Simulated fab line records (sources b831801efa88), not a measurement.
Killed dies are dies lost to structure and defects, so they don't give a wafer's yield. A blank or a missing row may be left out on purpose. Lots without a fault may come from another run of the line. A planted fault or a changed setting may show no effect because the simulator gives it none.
Which tool is to blame? || flow gf180mcu || 14 lots, 42 wafers sampled, at 3 steps of a route of 602

## WHAT THE GAUGES SHOWED, per wafer
GF_CONTACT_OVL_MEAS_15.
{"lot": "L170", "measured": "day 16 08:55", "on": "overlay-02", "CONTACT_OVL (nm)": "-5 -1 -6"}
{"lot": "L172", "measured": "day 16 17:20", "on": "overlay-01", "CONTACT_OVL (nm)": "2 4 10"}
{"lot": "L173", "measured": "day 17 12:24", "on": "overlay-01", "CONTACT_OVL (nm)": "-2 3 2"}
{"lot": "L174", "measured": "day 18 00:25", "on": "overlay-02", "CONTACT_OVL (nm)": "8 11 10"}
{"lot": "L178", "measured": "day 19 09:16", "on": "overlay-02", "CONTACT_OVL (nm)": "9 13 8"}
{"lot": "L180", "measured": "day 20 03:52", "on": "overlay-01", "CONTACT_OVL (nm)": "8 2 10"}
{"lot": "L181", "measured": "day 20 11:43", "on": "overlay-02", "CONTACT_OVL (nm)": "7 9 9"}
{"lot": "L182", "measured": "day 20 15:44", "on": "overlay-02", "CONTACT_OVL (nm)": "3 1 -6"}
{"lot": "L183", "measured": "day 21 00:52", "on": "overlay-01", "CONTACT_OVL (nm)": "-6 4 7"}
{"lot": "L185", "measured": "day 21 17:13", "on": "overlay-01", "CONTACT_OVL (nm)": "5 -6 7"}
{"lot": "L187", "measured": "day 22 11:04", "on": "overlay-01", "CONTACT_OVL (nm)": "0 8 -2"}
{"lot": "L191", "measured": "day 23 11:06", "on": "overlay-02", "CONTACT_OVL (nm)": "9 -1 5"}
{"lot": "L192", "measured": "day 23 21:31", "on": "overlay-01", "CONTACT_OVL (nm)": "3 4 8"}
{"lot": "L193", "measured": "day 24 04:58", "on": "overlay-02", "CONTACT_OVL (nm)": "-10 -4 -6"}

GF_V1_THK_MEAS_25: measures by xrf.
{"lot": "L170", "measured": "day 18 11:50", "on": "film-metro-04", "V1_W_THK (nm)": "326 334 325"}
{"lot": "L172", "measured": "day 18 19:02", "on": "film-metro-04", "V1_W_THK (nm)": "334 322 329"}
{"lot": "L173", "measured": "day 19 16:20", "on": "film-metro-03", "V1_W_THK (nm)": "339 344 336"}
{"lot": "L174", "measured": "day 20 05:24", "on": "film-metro-04", "V1_W_THK (nm)": "340 330 332"}
{"lot": "L178", "measured": "day 21 13:22", "on": "film-metro-01", "V1_W_THK (nm)": "337 337 349"}
{"lot": "L180", "measured": "day 22 07:36", "on": "film-metro-04", "V1_W_THK (nm)": "330 336 327"}
{"lot": "L181", "measured": "day 22 15:42", "on": "film-metro-03", "V1_W_THK (nm)": "340 339 334"}
{"lot": "L182", "measured": "day 22 18:46", "on": "film-metro-03", "V1_W_THK (nm)": "348 340 351"}
{"lot": "L183", "measured": "day 23 03:37", "on": "film-metro-03", "V1_W_THK (nm)": "337 347 346"}
{"lot": "L185", "measured": "day 23 19:29", "on": "film-metro-04", "V1_W_THK (nm)": "344 325 341"}
{"lot": "L187", "measured": "day 24 13:25", "on": "film-metro-04", "V1_W_THK (nm)": "330 327 330"}
{"lot": "L191", "measured": "day 25 09:46", "on": "film-metro-03", "V1_W_THK (nm)": "345 340 339"}
{"lot": "L192", "measured": "day 25 20:38", "on": "film-metro-03", "V1_W_THK (nm)": "334 338 333"}
{"lot": "L193", "measured": "day 26 04:30", "on": "film-metro-04", "V1_W_THK (nm)": "349 338 337"}

## WHICH TOOL RAN EACH LOT (tool, then ch and the chambers of the sampled wafers, then the start)
{"lot": "L170", "GF_MVSD_EXPOSE_04": "iline-stepper-02 ch 0, day 4 05:40"}
{"lot": "L172", "GF_MVSD_EXPOSE_04": "iline-stepper-02 ch 0, day 4 13:55"}
{"lot": "L173", "GF_MVSD_EXPOSE_04": "iline-stepper-02 ch 0, day 4 20:17"}
{"lot": "L174", "GF_MVSD_EXPOSE_04": "iline-stepper-02 ch 0, day 5 01:25"}
{"lot": "L178", "GF_MVSD_EXPOSE_04": "iline-stepper-02 ch 0, day 6 00:59"}
{"lot": "L180", "GF_MVSD_EXPOSE_04": "iline-stepper-02 ch 0, day 6 11:59"}
{"lot": "L181", "GF_MVSD_EXPOSE_04": "iline-stepper-01 ch 0, day 6 19:41"}
{"lot": "L182", "GF_MVSD_EXPOSE_04": "iline-stepper-01 ch 0, day 7 01:49"}
{"lot": "L183", "GF_MVSD_EXPOSE_04": "iline-stepper-01 ch 0, day 7 08:18"}
{"lot": "L185", "GF_MVSD_EXPOSE_04": "iline-stepper-01 ch 0, day 7 19:53"}
{"lot": "L187", "GF_MVSD_EXPOSE_04": "iline-stepper-01 ch 0, day 8 06:23"}
{"lot": "L191", "GF_MVSD_EXPOSE_04": "iline-stepper-02 ch 0, day 9 03:58"}
{"lot": "L192", "GF_MVSD_EXPOSE_04": "iline-stepper-02 ch 0, day 9 12:38"}
{"lot": "L193", "GF_MVSD_EXPOSE_04": "iline-stepper-01 ch 0, day 9 15:19"}
- GF_MVSD_EXPOSE_04: exposes mask MVSD, target cd 1000 nm.

## AS READ BY THE TOOLS THEMSELVES (means over the sampled wafers that have a number; for cases with no such wafer, the mark the record gives instead)
GF_MVSD_EXPOSE_04.
{"lot": "L170", "tool": "iline-stepper-02", "exposure-dose-mJ-cm2": 260.06, "focus-offset-nm (nm)": -0.1, "stage-vel-mm-s (mm/s)": 499.82}
{"lot": "L172", "tool": "iline-stepper-02", "exposure-dose-mJ-cm2": 260.14, "focus-offset-nm (nm)": -0.3, "stage-vel-mm-s (mm/s)": 499.74}
{"lot": "L173", "tool": "iline-stepper-02", "exposure-dose-mJ-cm2": 259.84, "focus-offset-nm (nm)": -0.0, "stage-vel-mm-s (mm/s)": 500.20}
{"lot": "L174", "tool": "iline-stepper-02", "exposure-dose-mJ-cm2": 259.96, "focus-offset-nm (nm)": 0.6, "stage-vel-mm-s (mm/s)": 499.63}
{"lot": "L178", "tool": "iline-stepper-02", "exposure-dose-mJ-cm2": 259.68, "focus-offset-nm (nm)": 0.3, "stage-vel-mm-s (mm/s)": 499.87}
{"lot": "L180", "tool": "iline-stepper-02", "exposure-dose-mJ-cm2": 260.01, "focus-offset-nm (nm)": 0.0, "stage-vel-mm-s (mm/s)": 500.03}
{"lot": "L181", "tool": "iline-stepper-01", "exposure-dose-mJ-cm2": 260.31, "focus-offset-nm (nm)": 0.1, "stage-vel-mm-s (mm/s)": 500.29}
{"lot": "L182", "tool": "iline-stepper-01", "exposure-dose-mJ-cm2": 259.75, "focus-offset-nm (nm)": 0.1, "stage-vel-mm-s (mm/s)": 500.16}
{"lot": "L183", "tool": "iline-stepper-01", "exposure-dose-mJ-cm2": 260.03, "focus-offset-nm (nm)": 0.7, "stage-vel-mm-s (mm/s)": 499.84}
{"lot": "L185", "tool": "iline-stepper-01", "exposure-dose-mJ-cm2": 259.99, "focus-offset-nm (nm)": -0.5, "stage-vel-mm-s (mm/s)": 499.87}
{"lot": "L187", "tool": "iline-stepper-01", "exposure-dose-mJ-cm2": 260.18, "focus-offset-nm (nm)": -0.3, "stage-vel-mm-s (mm/s)": 500.04}
{"lot": "L191", "tool": "iline-stepper-02", "exposure-dose-mJ-cm2": 254.48, "focus-offset-nm (nm)": 0.1, "stage-vel-mm-s (mm/s)": 499.64}
{"lot": "L192", "tool": "iline-stepper-02", "exposure-dose-mJ-cm2": 254.48, "focus-offset-nm (nm)": -0.6, "stage-vel-mm-s (mm/s)": 499.97}
{"lot": "L193", "tool": "iline-stepper-01", "exposure-dose-mJ-cm2": 260.29, "focus-offset-nm (nm)": 0.5, "stage-vel-mm-s (mm/s)": 499.80}

## THE ANSWER, worked out from the rows above alone
Rule: what is usual is taken from the lots themselves. Put in order of their means at a reading, lots are off if they are a third of the lots or fewer, leave a main group of 4 or more, and stand apart from it by a gap of 3 or more times the standard deviation of the main group's means; of several such gaps the widest counts. If all means in a main group match to the digits the tables above print for the reading, that group is not used. A lot without any number at a reading at which 4 lots or more have one is off too. The other lots that the step has rows for count as sound. First the gauges in route order, then the tools' own readings, where a lot's mean is used as printed above. At the first step where some lot is off, the reading lying furthest off is the one used; lots without a number count as furthest.
Off: L191, L192 (GF_MVSD_EXPOSE_04, exposure-dose-mJ-cm2). The main group: mean 260.02, standard deviation 0.19.
If a tool, at that step or one of the process steps before it, ran each lot that is off and ran no sound lot following the first of them, it fits. One fits: GF_MVSD_EXPOSE_04 on iline-stepper-02. Its last sound lot is L180 (day 6 11:59), its first lot that is off L191 (day 9 03:58): a fault that began between those two fits.
The tool's own readings at GF_MVSD_EXPOSE_04 bear it out: on the lots that are off they differ by more than 5 times the standard deviation of the sound lots' means. exposure-dose-mJ-cm2 reads 254.48 there against 260.02 on the sound lots.

## WHAT THE SIMULATOR HAD INSERTED
Drift in process parameters on iline-stepper-02 at GF_MVSD_EXPOSE_04, starting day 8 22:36. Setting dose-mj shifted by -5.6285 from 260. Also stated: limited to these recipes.
Struck lots among those shown: L191, L192. The rule above reached the same finding.
